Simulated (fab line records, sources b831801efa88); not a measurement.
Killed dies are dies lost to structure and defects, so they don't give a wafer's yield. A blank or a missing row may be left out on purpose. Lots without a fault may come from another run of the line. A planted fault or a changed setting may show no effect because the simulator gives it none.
Which tool did it? | flow sfq_line | 7 lots, 21 wafers sampled, at 2 steps of a route of 325

WHAT THE GAUGES READ, wafer by wafer
SFQ_C5_OVL_MEAS_937.
lot  | measured     | on         | C5_OVL (nm)
L665 | day 64 09:59 | overlay-01 | -6 -6 -3
L668 | day 65 05:11 | overlay-02 | 2 13 11
L671 | day 65 11:11 | overlay-01 | -3 -1 -2
L673 | day 67 00:22 | overlay-01 | 8 -3 -3
L678 | day 69 01:11 | overlay-02 | -2 2 9
L681 | day 69 11:59 | overlay-01 | -8 -4 -2
L685 | day 70 13:20 | overlay-02 | 7 5 6

WHICH TOOL RAN EACH LOT (tool, then ch and the chambers of the sampled wafers, then the start)
lot  | SFQ_TRILAYER_I5_BARC_OPEN_VIA_ETCH_200
L665 | rie_diel-02 ch 0,2,3, day 59 15:07
L668 | rie_diel-02 ch 0,2,3, day 60 14:11
L671 | rie_diel-03 ch 1,3, day 60 20:11
L673 | rie_diel-03 ch 1,2,3, day 62 13:14
L678 | rie_diel-03 ch 0,3, day 64 09:46
L681 | rie_diel-03 ch 0,1,3, day 64 20:34
L685 | rie_diel-02 ch 0,1,2, day 66 08:46
- SFQ_TRILAYER_I5_BARC_OPEN_VIA_ETCH_200: etches BARC in O2, target depth 125 nm, time 41.7 s.

THE ANSWER, worked out from the rows above alone
Rule: what is usual is taken from the lots themselves. Put in order of their means at a reading, lots are off if they are a third of the lots or fewer, leave a main group of 4 or more, and stand apart from it by a gap of 3 or more times the standard deviation of the main group's means; of several such gaps the widest counts. A main group whose means are all the same, to the digits that the tables above print for the reading, isn't used. A lot without any number at a reading at which 4 lots or more have one is off too. The other lots that the step has rows for count as sound.
No lot is off at any reading shown: from this, nothing can be told.

WHAT THE SIMULATOR HAD PUT IN
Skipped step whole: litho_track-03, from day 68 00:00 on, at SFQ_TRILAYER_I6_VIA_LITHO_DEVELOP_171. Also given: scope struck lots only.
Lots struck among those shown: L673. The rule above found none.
